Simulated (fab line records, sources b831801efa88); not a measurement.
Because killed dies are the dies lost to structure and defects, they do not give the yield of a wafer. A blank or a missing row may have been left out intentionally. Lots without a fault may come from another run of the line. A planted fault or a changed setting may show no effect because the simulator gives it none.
Check of tool commonality | flow gf180mcu | Sampled: 12 lots, 36 wafers

REASON FOR OPENING
4 of 12 lots carry a flag on the reading V4_OVL at GF_V4_OVL_MEAS_15. No-fault wafers: -3 nm, standard deviation 4.6.
Rule: flag the lot when none of its wafers has a number, or when each of its wafers that has one lies beyond 4 standard deviations from that mean. The rest of the lots are taken to be sound.

lot  | measured     | on         | V4_OVL (nm), wafer by wafer | flag
L179 | day 24 13:23 | overlay-01 | -2 -3 5                     |
L180 | day 24 22:01 | overlay-02 | -4 -6 1                     |
L183 | day 26 00:01 | overlay-02 | 4 2 -7                      |
L184 | day 26 08:53 | overlay-02 | -8 -10 -7                   |
L186 | day 26 17:16 | overlay-01 | -3 -7 -5                    |
L187 | day 27 03:59 | overlay-01 | 66 64 67                    | FLAGGED
L188 | day 27 15:47 | overlay-02 | 64 66 72                    | FLAGGED
L189 | day 27 20:55 | overlay-01 | 54 58 60                    | FLAGGED
L190 | day 28 08:33 | overlay-01 | 76 74 72                    | FLAGGED
L195 | day 29 16:15 | overlay-02 | -9 -2 -2                    |
L201 | day 31 01:57 | overlay-02 | -4 -4 0                     |
L202 | day 31 10:22 | overlay-01 | -7 -7 -5                    |
On average the flagged lots' numbers are 66 nm, which is +69 nm against the usual, or +15 standard deviations.

TOOL THAT RAN EACH LOT
The record holds 3 process steps before the reading, out of a route of 602 steps. Each cell gives the tool, then ch followed by the chambers the sampled wafers passed through, then the start.
lot  | flag    | GF_V3_ETCH_16                      | GF_M4_SPUTTER_04             | GF_V4_EXPOSE_11
L179 |         | rie-diel-03 ch 0,1,3, day 22 12:47 | pvd-sputter-04, day 22 14:21 | krf-scanner-01 ch 0, day 24 02:06
L180 |         | rie-diel-02 ch 0,3, day 22 22:17   | pvd-sputter-04, day 22 23:50 | krf-scanner-01 ch 0, day 24 11:08
L183 |         | rie-diel-03 ch 0,1,2, day 24 01:29 | pvd-sputter-04, day 24 03:02 | krf-scanner-01 ch 0, day 25 14:05
L184 |         | rie-diel-03 ch 0,2, day 24 10:29   | pvd-sputter-02, day 24 12:01 | krf-scanner-02 ch 0, day 25 22:35
L186 |         | rie-diel-01 ch 0,2,3, day 24 19:41 | pvd-sputter-02, day 24 21:38 | krf-scanner-02 ch 0, day 26 06:56
L187 | FLAGGED | rie-diel-02 ch 0,1,3, day 25 07:44 | pvd-sputter-04, day 25 09:25 | krf-scanner-02 ch 0, day 26 18:01
L188 | FLAGGED | rie-diel-03 ch 1,2,3, day 25 18:56 | pvd-sputter-03, day 25 20:54 | krf-scanner-02 ch 0, day 27 05:57
L189 | FLAGGED | rie-diel-02 ch 0,3, day 26 00:10   | pvd-sputter-03, day 26 01:47 | krf-scanner-02 ch 0, day 27 11:21
L190 | FLAGGED | rie-diel-01 ch 2,3, day 26 13:05   | pvd-sputter-02, day 26 14:40 | krf-scanner-02 ch 0, day 27 22:40
L195 |         | rie-diel-02 ch 1,2,3, day 27 22:56 | pvd-sputter-04, day 28 00:59 | krf-scanner-01 ch 0, day 29 07:17
L201 |         | rie-diel-01 ch 0,1, day 29 09:17   | pvd-sputter-02, day 29 10:56 | krf-scanner-01 ch 0, day 30 16:35
L202 |         | rie-diel-01 ch 0,1, day 29 19:05   | pvd-sputter-04, day 29 20:38 | krf-scanner-01 ch 0, day 31 01:38
What the steps here do:
- GF_V3_ETCH_16: etches BARC in N2/H2.
- GF_M4_SPUTTER_04: material TiN, target thk 50 nm, time 41.7 s.
- GF_V4_EXPOSE_11: exposes mask Via4, target cd 260 nm.
- GF_V4_OVL_MEAS_15

FLAGGED OVER TOTAL, TOOL BY TOOL (the gauges that took the reading come last)
step              | tool           | lots run | flagged | share of the flagged lots | sound lots run after its first flagged lot
GF_V3_ETCH_16     | rie-diel-01    | 4        | 1       | some                      | 2 (L201,L202)
GF_V3_ETCH_16     | rie-diel-02    | 4        | 2       | some                      | 1 (L195)
GF_V3_ETCH_16     | rie-diel-03    | 4        | 1       | some                      | 0
GF_M4_SPUTTER_04  | pvd-sputter-02 | 4        | 1       | some                      | 1 (L201)
GF_M4_SPUTTER_04  | pvd-sputter-03 | 2        | 2       | some                      | 0
GF_M4_SPUTTER_04  | pvd-sputter-04 | 6        | 1       | some                      | 2 (L195,L202)
GF_V4_EXPOSE_11   | krf-scanner-01 | 6        | 0       | none                      | -
GF_V4_EXPOSE_11   | krf-scanner-02 | 6        | 4       | all                       | 0
GF_V4_OVL_MEAS_15 | overlay-01     | 6        | 3       | some                      | 1 (L202)
GF_V4_OVL_MEAS_15 | overlay-02     | 6        | 1       | some                      | 2 (L195,L201)

WHAT THE TABLE PERMITS
All flagged lots share 1 row of the table, namely krf-scanner-02 at GF_V4_EXPOSE_11.
- krf-scanner-02 at GF_V4_EXPOSE_11: 4 of its 6 lots flagged. A fault beginning between L186 (day 26 06:56), its last sound lot, and L187 (day 26 18:01), its first flagged one, fits the data.
krf-scanner-02 at GF_V4_EXPOSE_11 is the single tool remaining.

WHAT HAD BEEN PUT IN BY THE SIMULATOR
Scanner matching overlay: krf-scanner-02, from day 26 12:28 on, at GF_V4_EXPOSE_11. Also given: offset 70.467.
Lots struck among those shown: L187, L188, L189, L190. Same finding as the rule above.
